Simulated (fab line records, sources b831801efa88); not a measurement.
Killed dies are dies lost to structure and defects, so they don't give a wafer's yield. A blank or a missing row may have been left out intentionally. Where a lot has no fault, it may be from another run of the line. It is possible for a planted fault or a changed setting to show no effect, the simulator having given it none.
A struck lot beside a sound one / flow gf180mcu / 15 out of 602 route steps
Sound: the wafers L584.1, L584.3, L584.5. Wafers L593.3, L593.4, L593.5 were the ones struck. The cause is given at the end.
Order at every step that has rows: each side's tool, ch and its chambers, its first start. Under that, the readings that differ: sound wafers / struck wafers / difference of the means / sigmas: that difference in standard deviations of wafers without a fault.
alike: readings with means less than 2 such deviations apart, plus words and numbers identical on both sides. not compared: withheld readings, readings lacking a value on some wafer, bounds such as >300 that could conceal the same value, and numbers that have no deviation in the record and whose values overlap.
Wherever a step has rows on one side only, a row that says differs or no value, or a row with sigmas, the two part there. Numbers that have no deviation but don't overlap get no sigmas and don't part them. A reading missing from all wafers of one side parts the sides only when that side holds two or more wafers.

first, 1 step without rows for these wafers: GF_PSD_CLEAN_12 (cleans in SC1/SC2, time 150 s).
GF_PSD_RTA_13: time 20 s.
  sound on rtp_anneal-02 ch 0, day 19 04:47; struck on rtp_anneal-01 ch 0, day 21 18:01
  alike: anneal_temp_c_max, lamp_power_pct, wafer_temp_C_max
GF_PSD_RS_MEAS_14: measures by four-point-probe.
  sound on film_metro-02, day 19 04:52; struck on film_metro-02, day 21 18:06
  alike: NSD_RS
GF_PSD_RS_MEAS_15: measures by four-point-probe.
  sound on film_metro-02, day 19 04:59; struck on film_metro-02, day 21 18:13
  alike: PSD_RS
GF_SAB_CVD_00: deposits SiO2 from TEOS, target thk 50 nm, time 4.9302 s.
  sound on pecvd-04 ch 1,2, day 19 05:06; struck on pecvd-04 ch 0,1,2, day 21 18:18
  alike: heater_power_w
GF_SAB_THK_MEAS_01:
  sound on film_metro-01, day 19 05:07; struck on film_metro-01, day 21 18:20
  alike: SAB_CVD_00_THK
then, 6 steps without rows for these wafers: GF_SAB_DEHYDRATE_02 (time 60 s); GF_SAB_HMDS_03 (prime time 60 s); GF_SAB_COAT_04 (resist thk 1000 nm); GF_SAB_SOFTBAKE_05 (time 60 s); GF_SAB_EXPOSE_06 (exposes mask SAB, target cd 420 nm); GF_SAB_PEB_07.
GF_SAB_DEVELOP_08: develop time 60 s.
  sound on litho_track-04 ch 0, day 20 04:34; struck on litho_track-01 ch 0, day 22 17:06
GF_SAB_CD_MEAS_09: target cd 420 nm.
  sound on cd_sem-01, day 20 04:43; struck on cd_sem-01, day 22 17:31
reading=cd_nm (nm); sound=420.5 422.3 421.6; struck=532.3 532.6 532.4; difference=+111.0; sigmas=+53
  not compared: hold
GF_PASSIVATION_PROBE_99:
  sound wafers here have rows in the record (prober-01, day 33 01:26); struck ones have none

WHERE THEY PART
Earliest at GF_SAB_CD_MEAS_09; latest, in this record, at GF_PASSIVATION_PROBE_99.

WHY: what had been put in by the simulator
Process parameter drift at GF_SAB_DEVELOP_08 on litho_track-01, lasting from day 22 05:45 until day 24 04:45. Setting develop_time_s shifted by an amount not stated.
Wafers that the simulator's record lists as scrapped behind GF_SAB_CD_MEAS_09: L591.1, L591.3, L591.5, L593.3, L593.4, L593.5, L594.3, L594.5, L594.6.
